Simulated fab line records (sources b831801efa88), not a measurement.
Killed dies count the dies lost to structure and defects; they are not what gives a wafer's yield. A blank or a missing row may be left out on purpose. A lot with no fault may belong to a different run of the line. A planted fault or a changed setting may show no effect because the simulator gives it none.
Which tool was responsible? + flow gf180mcu + 39 wafers sampled from 13 lots at 1 step of a route of 602

WHAT EACH GAUGE READ, for each wafer
GF_SALICIDE_THK_MEAS_05: measures by xrf.
| lot  | measured     | on            | SALICIDE_TIN_THK (nm) |
|------|--------------|---------------|-----------------------|
| L747 | day 15 04:16 | film-metro-01 | 19.66 19.43 19.77     |
| L749 | day 15 21:30 | film-metro-01 | 19.53 19.46 19.75     |
| L750 | day 16 09:48 | film-metro-02 | 20.50 20.25 20.16     |
| L751 | day 16 16:41 | film-metro-02 | 19.50 19.84 19.58     |
| L754 | day 17 21:52 | film-metro-02 | 19.87 20.13 19.97     |
| L756 | day 18 18:58 | film-metro-01 | 19.94 19.63 19.87     |
| L762 | day 20 19:04 | film-metro-04 | 19.96 19.95 19.91     |
| L763 | day 20 23:56 | film-metro-01 | 19.70 19.59 19.71     |
| L765 | day 21 13:59 | film-metro-01 | 20.09 20.39 20.10     |
| L766 | day 22 00:17 | film-metro-02 | 20.20 20.04 19.84     |
| L768 | day 22 16:35 | film-metro-01 | 20.05 20.00 19.67     |
| L769 | day 22 20:47 | film-metro-04 | 19.64 19.90 19.52     |
| L770 | day 23 06:05 | film-metro-02 | 19.81 19.61 19.76     |

WHAT TOOL EACH LOT RAN ON (gives the tool, then ch and the chambers of the sampled wafers, and finally the start)
No process step before these readings appears in the record.

AS READ BY THE TOOLS THEMSELVES (means over the sampled wafers that have a number; for cases with no such wafer, the mark the record gives instead)
The record holds no such reading with a usual standard deviation.

THE ANSWER, worked out from the rows above alone
Rule: what is usual is taken from the lots themselves. Put in order of their means at a reading, lots are off if they are a third of the lots or fewer, leave a main group of 4 or more, and stand apart from it by a gap of 3 or more times the standard deviation of the main group's means; of several such gaps the widest counts. Not used: any main group whose means are identical at the precision the tables above print for the reading. Also off: a lot with no number at a reading for which 4 or more lots have one. Any other lot the step has rows for is counted as sound. After the gauges, taken in route order, come the tools' own readings; for these a lot's mean is taken, as printed above. The first step at which some lot is off is used, and at that step the reading that is off furthest; a lot without a number counts as furthest.
Across all readings shown, no lot is off: no conclusion can be drawn from this.

WHAT THE SIMULATOR HAD INSERTED
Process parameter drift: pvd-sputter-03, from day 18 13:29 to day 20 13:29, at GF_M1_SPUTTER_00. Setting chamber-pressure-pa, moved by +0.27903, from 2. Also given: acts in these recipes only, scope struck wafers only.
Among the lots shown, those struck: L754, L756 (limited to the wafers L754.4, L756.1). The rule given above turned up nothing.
